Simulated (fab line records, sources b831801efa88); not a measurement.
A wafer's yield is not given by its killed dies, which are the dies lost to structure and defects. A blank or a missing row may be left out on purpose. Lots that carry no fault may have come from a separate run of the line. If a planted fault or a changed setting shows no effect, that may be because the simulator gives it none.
Chamber matching | flow gf180mcu | GF_V4_CMP_04 on cmp-02 has 4 sister chambers
The step polishes SiO2. 4 wafers are shown with their chamber, then 12 later ones without.

## WAFERS WITH THEIR CHAMBER
wafer  | chamber | motor current A (A)
L088.2 | 3       | 10.5
L088.3 | 2       | 12.4
L089.4 | 0       | 11.3
L089.6 | 1       | 14.2

## WAFERS WITH NO CHAMBER GIVEN
wafer  | motor current A (A)
L093.1 | 11.8
L093.5 | 11.0
L093.6 | 12.4
L094.1 | 11.1
L094.3 | 14.7
L094.4 | 13.2
L096.1 | 10.7
L096.4 | 12.4
L096.6 | 11.4
L097.3 | 10.7
L097.4 | 12.4
L097.5 | 11.6

## EACH ONE'S CHAMBER
wafer  | from the rows above     | in truth
L093.1 | can't be placed: 0 or 2 | 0
L093.5 | can't be placed: 0 or 3 | 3
L093.6 | 2                       | 2
L094.1 | can't be placed: 0 or 3 | 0
L094.3 | 1                       | 1
L094.4 | can't be placed: 2 or 1 | 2
L096.1 | can't be placed: 3 or 0 | 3
L096.4 | 2                       | 2
L096.6 | 0                       | 0
L097.3 | can't be placed: 3 or 0 | 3
L097.4 | 2                       | 2
L097.5 | can't be placed: 0 or 2 | 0
5 of 12 placed correctly. From these rows, 7 cannot be placed; in 7 the true chamber is one of the candidates. Wrongly placed: 0.
How it was worked out, from the rows above alone: a wafer's distance from a chamber is the root of the sum, over the readings, of the square of ((its reading less the chamber's mean) divided by the reading's scatter). The wafer belongs to the nearest chamber; if the next one is less than 2 further off, it can't be placed. The mean given for a chamber averages the wafers shown for that chamber. The scatter: with one shown wafer a chamber, the root of the mean of the squares of how far each hidden wafer lies from its nearest shown one.
